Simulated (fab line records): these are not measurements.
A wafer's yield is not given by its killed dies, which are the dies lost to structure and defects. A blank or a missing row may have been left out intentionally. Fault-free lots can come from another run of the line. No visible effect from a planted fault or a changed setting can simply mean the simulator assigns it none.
Split-lot experiment -- flow sky130 -- on a route of 708 steps: 5 lots, 23 wafers read

== THE SPLIT ==
At SKY_CONTACT_HDPCVD_02 (deposits SiO2, target thk 565 nm, time 94.2 s), the setting time s was moved away from the recipe's 94.2 s on 5 of the 23 wafers read, by -12.4% to -4.3%. The other wafers ran this setting at the recipe's value.

The file shows no step between the split and the reading.

== THE READING ==
CONTACT_HDPCVD_THK (nm), taken at SKY_CONTACT_THK_MEAS_03. Typical for fault-free wafers on this fab line: 565 nm, with standard deviation 5.7 nm.

wafer,"tool, chamber at the split","time s as run, s",against the recipe,"CONTACT_HDPCVD_THK, nm",against lot-mates on the recipe
L074.1,"hdpcvd-01, 0,2",82.56,-12.4%,502,-69
L074.2,"hdpcvd-01, 0,2",82.56,-12.4%,491,-80
L074.3,"hdpcvd-01, 2,0,0",94.2,recipe,564,-
L074.4,"hdpcvd-01, 2,0,0",94.2,recipe,579,-
L074.6,"hdpcvd-01, 2,0,0",94.2,recipe,569,-
L077.1,"hdpcvd-02, 2,0,1,1,2",94.2,recipe,573,-
L077.2,"hdpcvd-02, 2,0,1,1,2",94.2,recipe,568,-
L077.3,"hdpcvd-02, 2,0,1,1,2",94.2,recipe,563,-
L077.4,"hdpcvd-02, 2,0,1,1,2",94.2,recipe,562,-
L077.5,"hdpcvd-02, 2,0,1,1,2",94.2,recipe,567,-
L079.1,"hdpcvd-01, 1,2,1",94.2,recipe,564,-
L079.4,"hdpcvd-01, 1,2,1",94.2,recipe,563,-
L079.5,"hdpcvd-01, 1,2,1",94.2,recipe,564,-
L080.1,"hdpcvd-02, 1,0,2,1,0",94.2,recipe,565,-
L080.2,"hdpcvd-02, 1,0,2,1,0",94.2,recipe,568,-
L080.4,"hdpcvd-02, 1,0,2,1,0",94.2,recipe,568,-
L080.5,"hdpcvd-02, 1,0,2,1,0",94.2,recipe,565,-
L080.6,"hdpcvd-02, 1,0,2,1,0",94.2,recipe,576,-
L085.1,"hdpcvd-01, 2,0,1",90.12,-4.3%,528,-35
L085.2,"hdpcvd-01, 2,0,1",90.12,-4.3%,545,-18
L085.3,"hdpcvd-01, 2,0,1",90.12,-4.3%,534,-29
L085.4,"hdpcvd-01, 0,1",94.2,recipe,564,-
L085.6,"hdpcvd-01, 0,1",94.2,recipe,562,-
Rows listing several chambers each stand for several wafers; the file does not say which wafer went through which chamber.

FIT RESULTS
A straight line over all 23 wafers: CONTACT_HDPCVD_THK changes by +5.87 nm for each +1% of time s; r = +0.97; the points scatter about the line by 5.8 nm.
The same after taking each lot's own level away (the mean of its wafers on the recipe; 23 wafers): +6.04 nm for each +1%; r = +0.98; scatter 4.8 nm.
The reading moves by 75 nm for the largest change in time s, on that fit.
Measured against the standard deviation above, the lots' own levels, which go from 563.0 to 570.7 nm, span 1.3 times it.
Hence the lot-to-lot level has little effect on the slope; both slopes agree.
Check: for one of the wafers moved furthest among these (-12.4%), held out of the fit, the line's prediction against its lot-mates is -79.2 nm. It came out at -68.7 nm against them.

== THESE WAFERS: OTHER SPLITS ==
Note: prior to the reading, these wafers also went through further splits. Each is held against what the fit with the lots' levels taken away leaves over:
other split on the same wafers,wafers away from the commonest value,r with CONTACT_HDPCVD_THK (lot level and that fit taken away)
SKY_LI_CONTACT_SPUTTER_19 time s,8,-0.27
SKY_LOCAL_INTERCONNECT_COAT_05 resist thk nm,8,-0.09
SKY_LOCAL_INTERCONNECT_ETCH_13 bias w,8,-0.12

== THE WHOLE CHAIN: every reading that the file lists as answering this split, in the file's order ==
step,what it does,reading,change (the file's fit),r (the file's)
SKY_CONTACT_THK_MEAS_03,,CONTACT_HDPCVD_THK,+6.06 for each +1% of the setting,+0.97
SKY_CONTACT_CMP_04,polishes SiO2,time to endpoint s,withheld for each +1% of the setting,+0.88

== FILE'S OWN FIT ==
CONTACT_HDPCVD_THK changes by +6.06 nm for each +1% of time s, r = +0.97.
